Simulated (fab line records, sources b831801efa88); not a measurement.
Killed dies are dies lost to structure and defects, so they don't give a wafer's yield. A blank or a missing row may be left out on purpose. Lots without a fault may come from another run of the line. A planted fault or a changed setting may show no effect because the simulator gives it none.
A struck lot beside a sound one | flow sky130 | 17 steps out of a route of 708
Sound: wafers L644.2, L644.3, L644.4. Struck: wafers L653.2, L653.3, L653.5. The cause comes at the end.
At each step with rows: each side's tool, then ch and its chambers, then its first start. Under that, the readings that differ: sound wafers | struck wafers | difference of the means | sigmas: that difference in standard deviations of wafers without a fault.
alike: readings whose means differ by less than 2 such deviations, and words and numbers that are the same on both sides. not compared: withheld readings, readings that some wafer has no value for, bounds like >300 that may hide the same value, and numbers for which the record gives no deviation and whose values overlap.
The two part at a step that has a row with sigmas, a row that says differs or no value, or rows on one side only. Numbers that don't overlap but have no deviation are shown without sigmas and don't part them. A reading that every wafer of one side lacks parts them only if that side has two wafers or more.

first, 5 steps without rows for these wafers: SKY_SD_N_COAT_02 (resist thk 1140 nm); SKY_SD_N_SOFTBAKE_03 (time 60 s); SKY_SD_N_EXPOSE_04 (exposes mask NSDM, target cd 380 nm); SKY_SD_N_PEB_05; SKY_SD_N_DEVELOP_06 (develop time 60 s).
SKY_SD_N_CD_MEAS_07: target cd 380 nm.
  sound on cd_sem-01, day 27 22:14; struck on cd_sem-01, day 31 12:50
  alike: cd_nm
SKY_SD_N_OVL_MEAS_08:
  sound on overlay-02, day 27 22:21; struck on overlay-01, day 31 12:57
  alike: SD_N_OVL
then, 2 steps without rows for these wafers: SKY_SD_N_IMPLANT_09; SKY_SD_N_IMPLANT_10.
SKY_SD_N_STRIP_11: strips in O2/N2.
  sound on plasma_asher-02 ch 0,1, day 27 22:41; struck on plasma_asher-03 ch 1, day 31 13:17
  alike: drypump_motor_current_A, oes_product_au, strip_time_to_endpoint_s
  not compared: rf_hours_counter_h
SKY_SD_N_TW_MEAS_12:
  sound on film_metro-02, day 27 22:47; struck on film_metro-02, day 31 13:23
  alike: SD_N_TW
then, 1 step without rows for these wafers: SKY_SD_N_CLEAN_13 (cleans in SC1/SC2, time 150 s).
SKY_SD_N_RTA_14: time 2 s.
  sound on rtp_anneal-01 ch 0, day 27 22:54; struck on rtp_anneal-02 ch 0, day 31 13:30
  reading            | sound                | struck               | difference | sigmas
  lamp_power_pct (%) | 15.72 15.68 15.76    | 16.27 16.20 16.30    | +0.54      | +9
  wafer_temp_C_max   | 1075.9 1077.6 1077.4 | 1097.2 1095.2 1097.1 | +19.5      | +15
SKY_SD_N_RS_MEAS_16: measures by four-point-probe.
  sound on film_metro-04, day 27 23:05; struck on film_metro-01, day 31 14:03
  reading          | sound             | struck            | difference | sigmas
  SD_N_RS (ohm/sq) | 68.43 68.45 68.49 | 65.32 65.11 65.27 | -3.22      | -27
  not compared: hold
SKY_SD_N_RS_MEAS_17: measures by four-point-probe.
  sound on film_metro-04, day 27 23:12; struck on film_metro-01, day 31 18:43
  reading          | sound             | struck            | difference | sigmas
  SD_P_RS (ohm/sq) | 146.3 146.8 146.3 | 131.4 131.1 131.0 | -15.3      | -35
  not compared: hold
SKY_SD_N_RS_MEAS_18: measures by four-point-probe.
  sound on film_metro-04, day 27 23:19; struck on film_metro-01, day 31 21:28
  reading               | sound             | struck                                                                     | difference                   | sigmas
  hold                  | - - -             | await_dispo/2.6h/release await_dispo/2.6h/release await_dispo/2.6h/release | no value on the sound wafers |
  RES_XHIGH_RS (ohm/sq) | 333.0 334.0 334.9 | 331.3 331.0 329.7                                                          | -3.3                         | -2
-- the record jumps here: 17 days lie between the struck wafers' starts before and after (it left off in module SD_N and takes up again in module PAD_OPEN, whose first step shown is number 708 of the route) --
SKY_PAD_OPEN_PROBE_99:
  sound on prober-01, day 45 17:30; struck on prober-01, day 48 10:07
  reading                              | sound             | struck            | difference | sigmas
  model.etest.res_xhigh_po.line_ohm_um | 5641 5530 5394    | 4953 4736 4826    | -683       |
  model.etest.res_xhigh_po.rs_ohm_sq   | 1977 1960 1899    | 1724 1656 1680    | -259       |
  model.etest.pfet_01v8.r_on_ohm_um    | 2899 2872 2928    | 2626 2680 2670    | -241       |
  model.etest.res_pdiff.line_ohm_um    | 1376 1401 1354    | 1223 1228 1208    | -157       |
  model.etest.res_high_po.line_ohm_um  | 736.3 735.9 701.1 | 670.1 654.8 663.6 | -61.6      |
  model.etest.licon_high_po.rc_ohm     | 353 354.3 338.6   | 283.9 286 276.2   | -66.6      |
  model.etest.res_ndiff.line_ohm_um    | 749 750.9 745.4   | 721.6 725 711.5   | -29.1      |
  alike: killed_at_M0_to_M3, killed_at_M4_up, killed_at_contacts, killed_at_front_end, killed_at_other, killed_dies, killed_open, killed_short
  not compared: model.etest.pfet_g5v0d10v5.r_on_ohm_um

WHERE THEY PART
First at SKY_SD_N_RTA_14; last, within this record, at SKY_SD_N_RS_MEAS_18. Later steps at which nothing parts them and some readings are alike: SKY_PAD_OPEN_PROBE_99.

WHY: what the simulator had put in
Process parameter drift: rtp_anneal-02, from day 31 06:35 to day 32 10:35, at SKY_SD_N_RTA_14. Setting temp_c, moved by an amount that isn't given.
